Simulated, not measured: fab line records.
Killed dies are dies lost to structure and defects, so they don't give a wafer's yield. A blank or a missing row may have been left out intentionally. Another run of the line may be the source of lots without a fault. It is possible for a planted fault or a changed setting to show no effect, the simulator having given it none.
The tool behind it: which one? ; flow gf180mcu ; Sampling: 7 lots, 21 wafers, 2 of 602 route steps

WHAT EACH GAUGE READ, for each wafer
GF_VT_IMPLANT_OVL_MEAS_07.
lot;measured;on;VT_IMPLANT_OVL (nm)
L386;day 6 05:55;overlay-02;-3.5 -0.5 -0.7
L389;day 7 00:32;overlay-02;-0.7 0.6 0.0
L392;day 7 17:37;overlay-02;-1.8 -1.8 -2.3
L400;day 9 17:22;overlay-02;1.2 -2.1 -0.7
L403;day 10 14:43;overlay-01;-0.9 -0.6 -1.6
L405;day 11 01:52;overlay-01;-0.3 0.3 0.4
L407;day 11 17:52;overlay-02;0.1 1.4 -0.1

WHAT TOOL EACH LOT RAN ON (gives the tool, then ch and the chambers of the sampled wafers, and finally the start)
lot;GF_LVPWELL_DEVELOP_06
L386;litho-track-01 ch 0, day 4 09:00
L389;litho-track-01 ch 0, day 5 03:00
L392;litho-track-04 ch 0, day 5 18:00
L400;litho-track-01, day 7 13:00
L403;litho-track-01 ch 0, day 8 09:00
L405;litho-track-02 ch 0, day 8 20:00
L407;litho-track-02 ch 0, day 9 10:00
- GF_LVPWELL_DEVELOP_06: develop time 60 s.

THE ANSWER, worked out from the rows above alone
Rule: usual is defined by the lots themselves. The widest of any qualifying gaps counts: lots, ordered by their means at a reading, are off when they make up no more than a third of the lots, leave a main group of 4 or more, and stand apart from it by 3 or more times the standard deviation of that group's means. The tables above print the reading to a certain number of digits; a main group whose means all agree to those digits is not used. A lot without any number at a reading at which 4 lots or more have one is off too. Where the step has rows for the other lots, those lots are counted as sound.
None of the lots is off at any reading shown; this tells nothing.

WHAT THE SIMULATOR HAD PUT IN
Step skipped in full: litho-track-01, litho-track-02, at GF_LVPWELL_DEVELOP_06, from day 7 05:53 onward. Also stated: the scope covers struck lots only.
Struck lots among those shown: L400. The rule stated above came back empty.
